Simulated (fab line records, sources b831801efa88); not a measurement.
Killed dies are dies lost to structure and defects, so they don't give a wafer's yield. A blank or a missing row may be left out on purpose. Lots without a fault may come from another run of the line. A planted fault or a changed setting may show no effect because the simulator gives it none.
A struck lot beside a sound one | flow sky130 | 26 steps out of a route of 708
Sound: wafers L859.1, L859.2, L859.5. Struck: wafers L865.1, L865.2, L865.5. The cause comes at the end.
At each step with rows: each side's tool, then ch and its chambers, then its first start. Under that, the readings that differ: sound wafers | struck wafers | difference of the means | sigmas: that difference in standard deviations of wafers without a fault.
alike: readings whose means differ by less than 2 such deviations, and words and numbers that are the same on both sides. not compared: withheld readings, readings that some wafer has no value for, bounds like >300 that may hide the same value, and numbers for which the record gives no deviation and whose values overlap.
The two part at a step that has a row with sigmas, a row that says differs or no value, or rows on one side only. Numbers that don't overlap but have no deviation are shown without sigmas and don't part them. A reading that every wafer of one side lacks parts them only if that side has two wafers or more.

first, 3 steps without rows for these wafers: SKY_CAP2M_EXPOSE_09 (exposes mask CAP2M, target cd 1000 nm); SKY_CAP2M_PEB_10; SKY_CAP2M_DEVELOP_11 (develop time 60 s).
SKY_CAP2M_OVL_MEAS_12:
  sound on overlay-02, day 43 00:02; struck on overlay-02, day 44 15:29
  alike: CAP2M_OVL
SKY_CAP2M_METAL_ETCH_13: etches TiN in Cl2/BCl3, stops on SiO2, target depth 220 nm, time 62.9 s.
  sound on rie_metal-04 ch 0,1, day 43 00:04; struck on rie_metal-04 ch 0,1, day 44 15:31
  alike: bcl3_flow_sccm, bias_w, drypump_motor_current_A, oes_product_au, throttle_valve_pct
  not compared: rf_hours_counter_h
SKY_CAP2M_STRIP_14: strips in O2/N2.
  sound on plasma_asher-02 ch 0,1, day 43 00:08; struck on plasma_asher-01 ch 0,1, day 44 15:35
  alike: drypump_motor_current_A, oes_product_au, strip_time_to_endpoint_s
  not compared: rf_hours_counter_h
then, 6 steps without rows for these wafers: SKY_CAP2M_STRIP_15 (strips in post etch residue remover, time 1200 s); SKY_CAP2M_CLEAN_16 (cleans in IPA, time 180 s); SKY_CAP2M_CLEAN_17 (cleans in O3/DIW); SKY_METAL4_DEHYDRATE_05 (time 60 s); SKY_METAL4_HMDS_06 (prime time 60 s); SKY_METAL4_COAT_07 (resist thk 60 nm).
SKY_METAL4_COAT_08: resist thk 1140 nm.
  sound on litho_track-04 ch 0, day 43 12:00; struck on litho_track-04 ch 0, day 45 02:00
  reading                                       | sound          | struck         | difference | sigmas
  model.KrF-thick_of_METAL4_COAT_08.thk_nm (nm) | 1139 1142 1134 | 1108 1109 1107 | -30        |
then, 4 steps without rows for these wafers: SKY_METAL4_SOFTBAKE_09 (time 90 s); SKY_METAL4_EXPOSE_10 (exposes mask MM4, target cd 300 nm); SKY_METAL4_PEB_11; SKY_METAL4_DEVELOP_12 (develop time 60 s).
SKY_METAL4_CD_MEAS_13: target cd 300 nm.
  sound on cd_sem-02, day 43 23:41; struck on cd_sem-01, day 45 13:38
  reading    | sound             | struck            | difference | sigmas
  cd_nm (nm) | 302.0 302.1 301.5 | 296.1 297.9 296.1 | -5.2       | -3
SKY_METAL4_OVL_MEAS_14:
  sound on overlay-02, day 43 23:49; struck on overlay-02, day 45 13:45
  alike: METAL4_OVL
SKY_METAL4_DESCUM_15: chemistry O2, time 8 s.
  sound on rie_metal-02 ch 0,1, day 43 23:51; struck on rie_metal-01 ch 0,1, day 45 13:47
  reading                     | sound       | struck      | difference | sigmas
  drypump_motor_current_A (A) | 5.0 5.2 5.2 | 6.4 6.4 6.3 | +1.2       | +2
  alike: oes_product_au
  not compared: rf_hours_counter_h
SKY_METAL4_ETCH_16: etches BARC in N2/H2, stops on SiO2, time 88.2 s, target depth 60 nm.
  sound on rie_metal-02 ch 0,1, day 43 23:53; struck on rie_metal-01 ch 0,1, day 45 13:49
  reading                     | sound       | struck      | difference | sigmas
  drypump_motor_current_A (A) | 5.0 5.2 5.2 | 6.4 6.4 6.4 | +1.3       | +2
  alike: bias_w, oes_product_au, throttle_valve_pct
  not compared: rf_hours_counter_h
SKY_METAL4_ETCH_17: etches SiO2 in C4F8/O2/Ar, stops on TiN, time 3.9 s, target depth 15 nm.
  sound on rie_diel-03 ch 0,1,3, day 43 23:59; struck on rie_diel-01 ch 0,1, day 45 13:55
  alike: bias_w, oes_product_au
  not compared: rf_hours_counter_h
SKY_METAL4_METAL_ETCH_18: etches the open film in Cl2/BCl3, stops on SiO2, target depth 845 nm, time 183.1 s.
  sound on rie_metal-01 ch 0,1, day 44 00:00; struck on rie_metal-03 ch 0,1, day 45 13:56
  reading                                       | sound             | struck          | difference | sigmas
  model.KrF-thick_of_METAL4_COAT_08.thk_nm (nm) | 518.5 519.2 518.1 | 499.3 503.4 503 | -16.7      |
  alike: bcl3_flow_sccm, bias_w, drypump_motor_current_A, oes_product_au, throttle_valve_pct
  not compared: rf_hours_counter_h
SKY_METAL4_STRIP_19: strips in O2/N2.
  sound on plasma_asher-02 ch 0,1, day 44 00:11; struck on plasma_asher-02 ch 0,1, day 45 14:07
  reading                      | sound          | struck         | difference | sigmas
  strip_time_to_endpoint_s (s) | 6.45 6.47 6.44 | 6.25 6.30 6.29 | -0.17      | -3
  alike: drypump_motor_current_A, oes_product_au
  not compared: rf_hours_counter_h
then, 1 step without rows for these wafers: SKY_METAL4_STRIP_20 (strips in post etch residue remover, time 1200 s).
SKY_PAD_OPEN_PROBE_99:
  the record has rows for the sound wafers here (prober-01, day 47 19:29) and none for the struck ones

WHERE THEY PART
First at SKY_METAL4_CD_MEAS_13; last, within this record, at SKY_PAD_OPEN_PROBE_99.

WHY: what the simulator had put in
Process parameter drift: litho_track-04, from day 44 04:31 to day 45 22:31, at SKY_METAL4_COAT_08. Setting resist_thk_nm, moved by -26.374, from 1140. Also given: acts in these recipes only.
